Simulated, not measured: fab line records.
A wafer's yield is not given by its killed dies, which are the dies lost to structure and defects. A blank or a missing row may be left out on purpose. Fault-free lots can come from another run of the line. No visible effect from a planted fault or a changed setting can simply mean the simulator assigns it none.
fab line records	flow sky130
[record] lots = 12	wafers = 36	last-day = 50
route steps=708 shown NWELL@82 LI_CONTACT@376 METAL2@486 METAL3@563 PAD_OPEN@708
lots that met no fault: from a run of the same line without faults
start-h: hours from the record's opening day to when the first of the lot's shown wafers began	wait-h: hours elapsed since this lot's preceding step	" the same as in the row above	L1.1+2: one row covering several wafers at once	- either no value or no given start	* or withheld: withheld	< > ~ a bound
route shown NAME@n: names a module that has steps shown in the file, with the first one's number in the route	usual: mean and standard deviation over wafers with no fault	same: alike in all rows	chamber/n: place in a boat	sites: per-site readings	_std_site: the standard deviation of these	_edge_site: outer sites' mean less inner sites'	radius-mm: for every site, how far away it sits from the centre of the wafer	mask NAME#n: copy n	behind: the tool/chamber that last shaped the wafer	hold: what put the lot on hold/how long, in hours/how the hold closed	device: names the non-switching transistor (n, p or np)	end of line: the same wafers' tests at the end of the route	where a step has no rows: the recipe by itself	killed: count of dies lost to structure and defects at first sort (not the wafer's yield)	map: per-die view of a wafer (x killed, . not killed, _ where there is no die)
set.NAME: the setting that was run; set.NAME@STEP: the one run at that earlier step	model.NAME: the simulator's own value behind a step, which no gauge read
the route's steps for a sample of lots (tables are steps, rows are wafers)
services: a tool's chamber out of use, with start hour (start-h, from the record's first day; less than 0 if before it), hours out, and reason
[[steps]]
[step SKY_NWELL_RS_MEAS_29]
[recipe] thk-meas-gauge = four-point-probe
[usual] NWELL_RS = 625.3/1.9
lot.wafer	tool	chamber	start-h	wait-h	NWELL_RS[ohm/sq]
L217.1	film-metro-01	-	111.70	0.1	625.3
L217.2	"	-	"	"	625.0
L217.3	"	-	"	"	625.3
L218.2	film-metro-01	-	114.43	0.1	625.5
L218.4	"	-	"	"	624.6
L218.5	"	-	"	"	624.6
L219.4	film-metro-04	-	114.84	0.1	622.7
L219.5	"	-	"	"	625.6
L219.6	"	-	"	"	625.5
L220.1	film-metro-04	-	117.34	0.1	626.3
L220.4	"	-	"	"	624.7
L220.5	"	-	"	"	626.6
L221.2	film-metro-01	-	121.76	0.1	623.7
L221.4	"	-	"	"	625.1
L221.6	"	-	"	"	622.3
L222.1	film-metro-03	-	132.71	0.1	628.6
L222.2	"	-	"	"	626.4
L222.6	"	-	"	"	627.7
L224.2	film-metro-04	-	144.96	0.1	625.1
L224.3	"	-	"	"	624.1
L224.4	"	-	"	"	624.5
L228.2	film-metro-04	-	182.91	0.1	624.1
L228.3	"	-	"	"	625.8
L228.4	"	-	"	"	625.5
L236.2	film-metro-01	-	221.76	0.1	626.0
L236.5	"	-	"	"	625.1
L236.6	"	-	"	"	624.3
L238.3	film-metro-01	-	228.34	0.1	623.4
L238.4	"	-	"	"	622.5
L238.5	"	-	"	"	625.0
L239.1	film-metro-01	-	236.31	0.1	621.3
L239.2	"	-	"	"	621.9
L239.4	"	-	"	"	620.6
L240.2	film-metro-04	-	244.38	0.1	624.9
L240.4	"	-	"	"	625.5
L240.6	"	-	"	"	624.6
[step SKY_LI_CONTACT_ETCH_14]
[recipe] chemistry = N2/H2	target = BARC	ion-energy-ev = 200	source-w = 500	bias-w = 100	pressure-mtorr = 30	n2-flow-sccm = 100	h2-flow-sccm = 200	stop-on = SiO2	time-s = 45.9	target-depth-a = 600
[usual] chamber-pressure-mTorr = 30.001/0.026	drypump-motor-current-A = 5.8/0.33	oes-product-au = 0.855/0.0047	throttle-valve-pct = 13.225/0.0094
lot.wafer	tool	chamber	start-h	wait-h	chamber-pressure-mTorr	drypump-motor-current-A	oes-product-au	rf-hours-counter-h	throttle-valve-pct
L217.1	rie-diel-04	3	685.74	0.0	30.045	6.3	0.852	8	13.229
L217.2	"	2	"	"	29.979	5.4	0.853	13	13.210
L217.3	"	0	"	"	30.012	5.6	0.852	11	13.229
L218.2	rie-diel-04	0	687.56	0.0	29.999	5.6	0.852	11	13.237
L218.4	"	2	"	"	29.990	5.4	0.853	13	13.215
L218.5	"	3	"	"	30.032	6.3	0.855	-	13.227
L219.4	rie-diel-03	3	693.16	0.0	30.002	6.2	0.852	18	13.211
L219.5	"	0	"	"	30.010	5.3	0.848	-	13.221
L219.6	"	3	"	"	30.008	6.2	0.856	-	13.231
L220.1	rie-diel-04	0	698.04	0.0	30.046	5.6	0.859	11	13.221
L220.4	"	1	"	"	29.955	6.1	0.848	48	13.229
L220.5	"	1	"	"	30.021	6.1	0.856	-	13.217
L221.2	rie-diel-04	2	701.64	0.0	29.981	5.4	0.855	13	13.234
L221.4	"	3	"	"	29.971	6.3	0.856	8	13.212
L221.6	"	3	"	"	30.001	6.3	0.846	-	13.242
L222.1	rie-diel-02	1	720.19	0.0	30.002	5.6	0.854	30	13.229
L222.2	"	0	"	"	29.976	5.5	0.852	1	13.215
L222.6	"	0	"	"	29.985	5.5	0.854	-	13.217
L224.2	rie-diel-03	1	736.36	0.0	30.048	5.8	0.856	49	13.237
L224.3	"	3	"	"	30.006	6.2	0.851	20	13.225
L224.4	"	0	"	"	30.006	5.2	0.859	4	13.206
L228.2	rie-diel-02	3	780.20	0.0	30.034	5.9	0.832	4	13.227
L228.3	"	2	"	"	30.013	5.8	0.847	8	13.216
L228.4	"	1	"	"	29.975	5.6	0.846	31	13.239
L236.2	rie-diel-04	0	824.81	0.0	30.007	5.5	0.847	15	13.226
L236.5	"	0	"	"	29.976	5.6	0.854	-	13.217
L236.6	"	3	"	"	29.965	6.3	0.857	-	13.222
L238.3	rie-diel-02	2	840.67	0.0	29.973	5.8	0.858	9	13.225
L238.4	"	1	"	"	30.044	5.6	0.853	0	13.220
L238.5	"	3	"	"	29.970	5.9	0.853	-	13.226
L239.1	rie-diel-04	0	842.82	0.0	30.018	5.5	0.854	15	13.220
L239.2	"	3	"	"	29.984	6.3	0.857	12	13.222
L239.4	"	2	"	"	29.965	5.4	0.860	18	13.235
L240.2	rie-diel-03	3	850.02	0.0	30.003	6.2	0.857	23	13.225
L240.4	"	0	"	"	29.980	5.2	0.858	8	13.204
L240.6	"	3	"	"	30.007	6.2	0.855	-	13.237
[step SKY_METAL2_SPUTTER_03]
[recipe] material = Ti	target-thk-nm = 5	power-w = 3000	time-s = 3.3	chamber-pressure-pa = 0.4
[usual] throttle-valve-pct = 29.8/0.95
lot.wafer	tool	chamber	start-h	wait-h	throttle-valve-pct
L217.1	pvd-sputter-04	-	803.27	0.0	29.6
L217.2	"	-	"	"	29.7
L217.3	"	-	"	"	31.5
L218.2	pvd-sputter-03	-	803.92	0.0	31.0
L218.4	"	-	"	"	29.2
L218.5	"	-	"	"	30.1
L219.4	pvd-sputter-04	-	807.84	0.0	29.5
L219.5	"	-	"	"	29.4
L219.6	"	-	"	"	29.6
L220.1	pvd-sputter-03	-	812.95	0.0	29.5
L220.4	"	-	"	"	27.8
L220.5	"	-	"	"	29.5
L221.2	pvd-sputter-03	-	817.44	0.0	29.8
L221.4	"	-	"	"	30.6
L221.6	"	-	"	"	31.1
L222.1	pvd-sputter-03	-	834.68	0.0	28.1
L222.2	"	-	"	"	29.5
L222.6	"	-	"	"	28.2
L224.2	pvd-sputter-01	-	849.30	0.0	30.4
L224.3	"	-	"	"	30.0
L224.4	"	-	"	"	30.6
L228.2	pvd-sputter-01	-	892.31	0.0	30.4
L228.3	"	-	"	"	29.9
L228.4	"	-	"	"	30.8
L236.2	pvd-sputter-03	-	934.84	0.0	28.3
L236.5	"	-	"	"	30.0
L236.6	"	-	"	"	29.1
L238.3	pvd-sputter-04	-	949.14	0.0	29.8
L238.4	"	-	"	"	31.6
L238.5	"	-	"	"	29.3
L239.1	pvd-sputter-03	-	953.11	0.0	30.6
L239.2	"	-	"	"	29.2
L239.4	"	-	"	"	29.4
L240.2	pvd-sputter-03	-	960.77	0.0	31.0
L240.4	"	-	"	"	31.3
L240.6	"	-	"	"	28.2
[step SKY_METAL3_CD_MEAS_13]
[recipe] target-cd-nm = 300
[usual] cd-nm = 300.2/1.5
lot.wafer	tool	chamber	start-h	wait-h	cd-nm
L217.1	cd-sem-01	-	911.17	-	300.4
L217.2	"	-	"	"	300.8
L217.3	"	-	"	"	299.9
L218.2	cd-sem-02	-	912.94	-	299.4
L218.4	"	-	"	"	298.7
L218.5	"	-	"	"	299.6
L219.4	cd-sem-01	-	916.16	-	298.5
L219.5	"	-	"	"	299.6
L219.6	"	-	"	"	298.9
L220.1	cd-sem-01	-	919.85	-	296.6
L220.4	"	-	"	"	297.1
L220.5	"	-	"	"	297.7
L221.2	cd-sem-01	-	924.21	-	301.3
L221.4	"	-	"	"	300.2
L221.6	"	-	"	"	300.0
L222.1	cd-sem-02	-	940.67	-	299.5
L222.2	"	-	"	"	299.8
L222.6	"	-	"	"	301.0
L224.2	cd-sem-01	-	954.21	-	298.1
L224.3	"	-	"	"	299.0
L224.4	"	-	"	"	297.1
L228.2	cd-sem-01	-	994.61	-	301.0
L228.3	"	-	"	"	301.7
L228.4	"	-	"	"	300.2
L236.2	cd-sem-01	-	1031.72	-	299.0
L236.5	"	-	"	"	301.2
L236.6	"	-	"	"	300.8
L238.3	cd-sem-01	-	1044.91	-	300.2
L238.4	"	-	"	"	300.2
L238.5	"	-	"	"	300.3
L239.1	cd-sem-01	-	1048.12	-	299.9
L239.2	"	-	"	"	301.7
L239.4	"	-	"	"	300.8
L240.2	cd-sem-01	-	1053.89	-	302.0
L240.4	"	-	"	"	302.8
L240.6	"	-	"	"	302.5
[step SKY_PAD_OPEN_PROBE_99]
[usual] killed_at_M0_to_M3 = 44/6.9	killed_at_M4_up = 3.3/2.1	killed-at-contacts = 24/4.8	killed-at-front-end = 15/4.4	killed-at-other = 0.2/0.48	killed-dies = 87/9.5	killed-open = 48/6.5	killed-short = 39/6.3
[same] gross-dies = 492	killed-at-back-side = 0
lot.wafer	tool	chamber	start-h	wait-h	killed_at_M0_to_M3	killed_at_M4_up	killed-at-contacts	killed-at-front-end	killed-at-other	killed-dies	killed-open	killed-short
L218.2	prober-02	-	1086.08	0.1	48	4	21	8	0	81	46	35
L218.4	prober-02	-	1086.18	0.2	44	3	23	11	0	81	44	37
L218.5	prober-02	-	1086.23	0.2	42	2	26	15	0	85	53	32
L236.2	prober-01	-	1180.04	0.1	45	3	25	20	1	94	53	41
L236.5	prober-01	-	1180.19	0.2	57	2	19	13	0	91	51	40
L236.6	prober-01	-	1180.24	0.2	48	5	22	19	0	94	53	41
L238.3	prober-01	-	1189.16	0.2	54	5	18	9	0	86	48	37
L238.4	prober-01	-	1189.21	0.2	40	6	35	10	1	92	44	47
L238.5	prober-01	-	1189.26	0.2	41	1	21	20	2	85	46	39
// killed by level:class
L218.2 VIA1:geometric-particle:open=17 METAL1:geometric-particle:short=9 CONTACT:geometric-particle:open=7 VIA1:geometric-particle:short=6 VIA2:geometric-particle:open=6 FIELD_ISO:geometric-particle:open=4 LI_CONTACT:geometric-particle:open=4 CONTACT:geometric-particle:short=4
L218.4 VIA1:geometric-particle:open=13 CONTACT:geometric-particle:open=12 VIA1:geometric-particle:short=7 METAL2:geometric-particle:short=5 VIA3:geometric-particle:open=5 LI_CONTACT:geometric-particle:open=4 VIA2:geometric-particle:open=4 METAL3:geometric-particle:short=4
L218.5 CONTACT:geometric-particle:open=12 VIA1:geometric-particle:open=11 LI_CONTACT:geometric-particle:open=7 VIA3:geometric-particle:open=7 VIA2:geometric-particle:open=6 POLY_GATE:geometric-particle:open=4 LI_CONTACT:geometric-particle:short=4 METAL2:geometric-particle:short=4
L236.2 CONTACT:geometric-particle:open=12 VIA1:geometric-particle:open=12 VIA2:geometric-particle:open=7 FIELD_ISO:geometric-particle:short=6 POLY_GATE:geometric-particle:short=5 VIA2:geometric-particle:short=5 POLY_GATE:geometric-particle:open=4 VIA3:geometric-particle:open=4
L236.5 VIA1:geometric-particle:open=15 VIA2:geometric-particle:open=8 VIA1:geometric-particle:short=7 LI_CONTACT:geometric-particle:open=7 METAL2:geometric-particle:short=7 METAL1:geometric-particle:short=6 CONTACT:geometric-particle:short=6 VIA3:geometric-particle:open=6
L236.6 VIA3:geometric-particle:open=12 CONTACT:geometric-particle:open=10 VIA1:geometric-particle:open=10 VIA1:geometric-particle:short=9 LI_CONTACT:geometric-particle:open=6 FIELD_ISO:geometric-particle:open=4 POLY_GATE:geometric-particle:open=4 POLY_GATE:geometric-particle:short=4
L238.3 VIA1:geometric-particle:open=12 VIA3:geometric-particle:open=10 CONTACT:geometric-particle:open=8 VIA1:geometric-particle:short=6 METAL3:geometric-particle:short=6 VIA3:geometric-particle:short=6 POLY_GATE:geometric-particle:open=5 VIA2:geometric-particle:open=4
L238.4 LI_CONTACT:geometric-particle:open=11 CONTACT:geometric-particle:open=10 CONTACT:geometric-particle:short=9 METAL1:geometric-particle:short=8 VIA2:geometric-particle:open=5 METAL4:geometric-particle:short=5 VIA1:geometric-particle:open=4 METAL2:geometric-particle:short=4
L238.5 VIA1:geometric-particle:open=10 CONTACT:geometric-particle:open=8 POLY_GATE:geometric-particle:short=6 POLY_GATE:geometric-particle:open=5 LOCAL_INTERCONNECT:geometric-particle:short=5 VIA2:geometric-particle:open=5 VIA3:geometric-particle:short=5 VIA3:geometric-particle:open=5
[[services]]
tool	chamber	start-h	hours	kind
rie-diel-02	-	672.59	2.8	pm
pvd-sputter-04	-	689.48	12.6	repair
rie-diel-03	1	696.11	4.6	repair
rie-diel-03	-	697.69	0.2	repair
rie-diel-04	1	707.93	49.0	repair
rie-diel-04	3	712.45	4.3	repair
pvd-sputter-03	-	717.82	3.6	repair
rie-diel-03	0	720.37	8.6	repair
rie-diel-02	3	730.94	8.2	repair
rie-diel-04	-	745.15	1.4	repair
rie-diel-02	0	749.66	1.3	repair
rie-diel-03	-	793.81	2.8	pm
rie-diel-04	2	799.75	5.8	repair
rie-diel-02	3	801.68	1.6	repair
rie-diel-02	-	803.86	1.3	repair
rie-diel-04	0	810.64	12.0	repair
rie-diel-03	0	811.79	8.6	repair
rie-diel-03	2	815.05	8.0	repair
rie-diel-02	3	830.87	9.3	repair
rie-diel-03	1	831.21	10.0	repair
rie-diel-04	-	888.51	1.7	repair
rie-diel-04	3	894.24	13.2	repair
rie-diel-04	3	940.00	16.2	repair
rie-diel-04	1	944.27	45.8	repair
[[key]]
[first-sign] step = SKY_LI_CONTACT_ETCH_14	reading = oes-product-au	direction = down	sigmas = 3.5	usual = 0.855	struck = 0.839
effect none on later readings
met-at SKY_LI_CONTACT_ETCH_14
struck-lots L228
struck-wafers L228.2,L228.4
tester-left-out L228
not-acting-at SKY_NWELL_RS_MEAS_29,SKY_METAL2_SPUTTER_03,SKY_METAL3_CD_MEAS_13
onset-between 720.19 780.20
[fault] kind = process-parameter-drift	tool = rie-diel-02	chamber = -	onset-h = 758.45	steps = SKY_LI_CONTACT_ETCH_14	channel = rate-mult	offset = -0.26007	shape = step	end-h = 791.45	scope = struck-wafers-only
// tester-left-out: of these lots the tester's yield and bins aren't shown, on N5 and GAA mostly nor the transistor test; their killed dies are dies lost to structure and defects alone, not to doping, threshold or leakage, so they don't give the yield
